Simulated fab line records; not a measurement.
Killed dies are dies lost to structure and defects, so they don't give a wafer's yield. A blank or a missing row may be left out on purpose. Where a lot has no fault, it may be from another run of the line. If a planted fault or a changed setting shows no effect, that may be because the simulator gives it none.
A lot that was struck, set against a sound lot | flow sky130 | 36 out of 708 route steps
Sound: these wafers, L401.3, L401.4, L401.5. The struck wafers were L405.3, L405.4, L405.5. The cause comes at the end.
At each step with rows: each side's tool, then ch and its chambers, then its first start. Under that, the readings that differ: sound wafers | struck wafers | difference of the means | sigmas: that difference in standard deviations of wafers without a fault.
alike: a reading whose means differ by less than 2 such deviations, as well as words and numbers matching on both sides. not compared: withheld readings; readings where some wafer has no value; bounds like >300 that might hide an equal value; numbers whose values overlap and for which the record gives no deviation.
Wherever a step has rows on one side only, a row that says differs or no value, or a row with sigmas, the two part there. When numbers do not overlap yet have no deviation, they are printed without sigmas and do not part them. A reading that every wafer of one side lacks parts them only if that side has two wafers or more.

first, 10 steps without rows for these wafers: SKY_VIA2_STRIP_17 (strips in post etch residue remover, time 1200 s); SKY_VIA2_CLEAN_18 (cleans in IPA, time 180 s); SKY_VIA2_CLEAN_19 (cleans in O3/DIW); SKY_VIA2_SPUTTER_20 (material TiN, target thk 20 nm, time 80 s); SKY_VIA2_CVD_21 (deposits W, target thk 420 nm, time 126.4 s); SKY_VIA2_CMP_24 (polishes, stops on SiO2, t overpolish 20 s, target thk 0 nm); SKY_METAL3_SPUTTER_00 (material Ti, target thk 15 nm, time 10 s); SKY_METAL3_SPUTTER_01 (material TiN, target thk 20 nm, time 16.7 s); SKY_METAL3_SPUTTER_02 (material AlCu, target thk 735 nm, time 39.1 s); SKY_METAL3_SPUTTER_03 (material Ti, target thk 5 nm, time 3.3 s).
SKY_METAL3_SPUTTER_04: material TiN, target thk 70 nm, time 58.3 s.
  sound on pvd-sputter-02, day 40 07:46; struck on pvd-sputter-04, day 41 10:19
  no value came back on the struck wafers for cathode-dc-power-W (W), chamber-pressure-pa (Pa), throttle-valve-pct (%); on the sound wafers cathode-dc-power-W (W) reads 6500.2 6499.8 6499.6
then, 23 steps without rows for these wafers: SKY_CAPM_CVD_00 (deposits SiO2, target thk 15.5 nm); SKY_CAPM_SPUTTER_02 (material TiN, target thk 200 nm, time 166.7 s); SKY_CAPM_DEHYDRATE_05 (time 60 s); SKY_CAPM_HMDS_06 (prime time 60 s); SKY_CAPM_COAT_07 (resist thk 1140 nm); SKY_CAPM_SOFTBAKE_08 (time 60 s); SKY_CAPM_EXPOSE_09 (exposes mask CAPM, target cd 1000 nm); SKY_CAPM_PEB_10; SKY_CAPM_DEVELOP_11 (develop time 60 s); SKY_CAPM_METAL_ETCH_13 (etches TiN in Cl2/BCl3, stops on SiO2, target depth 220 nm, time 62.9 s); SKY_CAPM_STRIP_14 (strips in O2/N2); SKY_CAPM_STRIP_15 (strips in post etch residue remover, time 1200 s); SKY_CAPM_CLEAN_16 (cleans in IPA, time 180 s); SKY_CAPM_CLEAN_17 (cleans in O3/DIW); SKY_METAL3_DEHYDRATE_05 (time 60 s); SKY_METAL3_HMDS_06 (prime time 60 s); SKY_METAL3_COAT_07 (resist thk 60 nm); SKY_METAL3_COAT_08 (resist thk 1140 nm); SKY_METAL3_SOFTBAKE_09 (time 90 s); SKY_METAL3_EXPOSE_10 (exposes mask MM3, target cd 300 nm); SKY_METAL3_PEB_11; SKY_METAL3_DEVELOP_12 (develop time 60 s); SKY_METAL3_DESCUM_15 (chemistry O2, time 8 s).
SKY_METAL3_METAL_ETCH_18: etches the open film in Cl2/BCl3, stops on SiO2, target depth 845 nm, time 183.1 s.
  sound on rie-metal-01 ch 0,1, day 42 08:22; struck on rie-metal-04 ch 0,1, day 43 08:00
  reading               | sound             | struck            | difference | sigmas
  oes-product-au (a.u.) | 0.861 0.872 0.855 | 0.814 0.826 0.817 | -0.044     | -7
  alike: bcl3-flow-sccm, chamber-pressure-mTorr, drypump-motor-current-A, throttle-valve-pct
  not compared: rf-hours-counter-h
-- the record jumps here: 6 days lie between the struck wafers' starts before and after (it left off in module METAL3 and takes up again in module PAD_OPEN, whose first step shown is number 708 of the route) --
SKY_PAD_OPEN_PROBE_99:
  sound on prober-01, day 48 19:34; struck on prober-01, day 49 13:56
  reading                              | sound                | struck               | difference | sigmas
  model.etest.via3-chain.rc-ohm        | 9.735 9.659 10.29    | 15.51 15.09 15.79    | +5.57      |
  model.etest.cap-mim.bv-v (V)         | 13.35 13.83 13.95    | 9.554 10.07 9.228    | -4.093     |
  model.etest.cap-mim.leak-log10-a-cm2 | -8.984 -8.961 -9.128 | -7.359 -7.402 -7.285 | +1.676     |
  alike: defect-limited-yield, killed_at_M0_to_M3, killed_at_M4_up, killed-at-contacts, killed-at-front-end, killed-at-other, killed-dies, killed-open, killed-short, sort_bin_3_pad_short, sort_bin_5_function, sort_bin_6_memory, sort-n-pass, sort-yield-pct

== WHERE THEY PART ==
Last at SKY_METAL3_METAL_ETCH_18 as far as this record goes, first at SKY_METAL3_SPUTTER_04. Later steps at which nothing parts them and some readings are alike: SKY_PAD_OPEN_PROBE_99.

WHY: whatever the simulator had introduced
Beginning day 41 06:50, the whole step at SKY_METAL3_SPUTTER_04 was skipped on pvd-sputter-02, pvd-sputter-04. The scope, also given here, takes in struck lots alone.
